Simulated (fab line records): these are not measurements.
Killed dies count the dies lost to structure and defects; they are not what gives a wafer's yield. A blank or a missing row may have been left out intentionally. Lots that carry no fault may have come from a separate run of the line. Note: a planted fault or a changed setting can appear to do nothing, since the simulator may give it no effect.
Which tool was responsible? ; flow gf180mcu ; 14 lots with 42 wafers sampled at 2 steps, on a route of 602 steps

## WHAT EACH GAUGE READ, for each wafer
GF_M2_OVL_MEAS_15. Usual: M2_OVL -1 nm, standard deviation 5.5.
lot;measured;on;M2_OVL (nm);flag
L458;day 19 20:22;overlay-01;7 9 6;
L460;day 20 04:03;overlay-02;6 -6 -9;
L461;day 20 11:29;overlay-01;11 11 10;
L462;day 20 17:20;overlay-01;-5 -5 1;
L463;day 21 14:38;overlay-02;1 5 1;
L472;day 24 09:13;overlay-01;-3 0 -4;
L473;day 25 10:44;overlay-01;-7 -1 -6;
L475;day 25 19:19;overlay-01;-1 2 -6;
L476;day 25 21:09;overlay-02;2 3 0;
L477;day 26 03:56;overlay-02;-4 -6 -3;
L478;day 26 12:32;overlay-01;-11 -6 -5;
L479;day 26 17:28;overlay-01;1 3 3;
L480;day 26 20:21;overlay-01;11 10 4;
L481;day 27 04:29;overlay-01;-1 1 -3;

## WHICH TOOL RAN EACH LOT (tool, then ch and the chambers of the sampled wafers, then the start)
lot;GF_POLY_GATE_ETCH_13
L458;rie-si-02 ch 0,2,3, day 9 12:52
L460;rie-si-02 ch 0,2,3, day 9 19:52
L461;rie-si-02 ch 1,2,3, day 10 01:53
L462;rie-si-02 ch 0,1,3, day 10 07:19
L463;rie-si-02 ch 1,2, day 10 21:52
L472;rie-si-02 ch 0,3, day 13 10:01
L473;rie-si-02 ch 1,3, day 14 06:41
L475;rie-si-01 ch 0,2, day 14 16:35
L476;rie-si-02 ch 0,2, day 14 17:31
L477;rie-si-01 ch 1,2,3, day 15 01:20
L478;rie-si-02 ch 0,1, day 15 10:35
L479;rie-si-01 ch 2,3, day 15 13:05
L480;rie-si-01 ch 0,1,2, day 15 18:38
L481;rie-si-01 ch 0,1,3, day 16 05:15
- GF_POLY_GATE_ETCH_13: etches poly-Si in HBr/Cl2, stops on SiO2, target depth 198.5 nm, time 69.6 s.

## AS READ BY THE TOOLS THEMSELVES (means over the sampled wafers that have a number; for cases with no such wafer, the mark the record gives instead)
GF_POLY_GATE_ETCH_13. Usual: drypump-motor-current-A 5.5 A, standard deviation 0.4; oes-product-au 0.989 a.u., standard deviation 0.0073; run-length-s 97.8 s, standard deviation 0.38; throttle-valve-pct 33.684 %, standard deviation 0.0089.
lot;tool;drypump-motor-current-A (A);oes-product-au (a.u.);run-length-s (s);throttle-valve-pct (%);flag
L458;rie-si-02;5.8;0.990;97.6;33.678;
L460;rie-si-02;5.8;0.991;97.6;33.692;
L461;rie-si-02;5.5;0.999;98.0;33.681;
L462;rie-si-02;5.8;1.008;90.6;33.673;OFF
L463;rie-si-02;5.4;1.008;90.5;33.681;OFF
L472;rie-si-02;5.8;0.997;97.8;33.682;
L473;rie-si-02;5.6;0.987;98.1;33.689;
L475;rie-si-01;5.3;0.987;98.0;33.678;
L476;rie-si-02;6.0;0.987;97.5;33.684;
L477;rie-si-01;5.3;0.989;98.0;33.684;
L478;rie-si-02;6.1;0.989;97.5;33.684;
L479;rie-si-01;5.2;0.979;98.1;33.689;
L480;rie-si-01;5.3;0.990;97.8;33.681;
L481;rie-si-01;5.3;0.983;97.6;33.690;

## THE ANSWER, worked out from the rows above alone
Rule: a lot counts as off when the mean over its wafers that have a number is more than 3 standard deviations away from the usual mean. Also off: a lot with no number at a reading for which 4 or more lots have one. Where the step has rows for the other lots, those lots are counted as sound. First the gauges in route order, then the tools' own readings, where a lot's mean is used as printed above. At the first step where some lot is off, the reading lying furthest off is the one used; lots without a number count as furthest.
Off at GF_POLY_GATE_ETCH_13 (run-length-s): L462, L463.
A tool fits if, at that step or a process step before it, it ran every lot that is off, and no sound lot after the first of them. Of those tried, none fits.

## WHAT HAD BEEN PUT IN BY THE SIMULATOR
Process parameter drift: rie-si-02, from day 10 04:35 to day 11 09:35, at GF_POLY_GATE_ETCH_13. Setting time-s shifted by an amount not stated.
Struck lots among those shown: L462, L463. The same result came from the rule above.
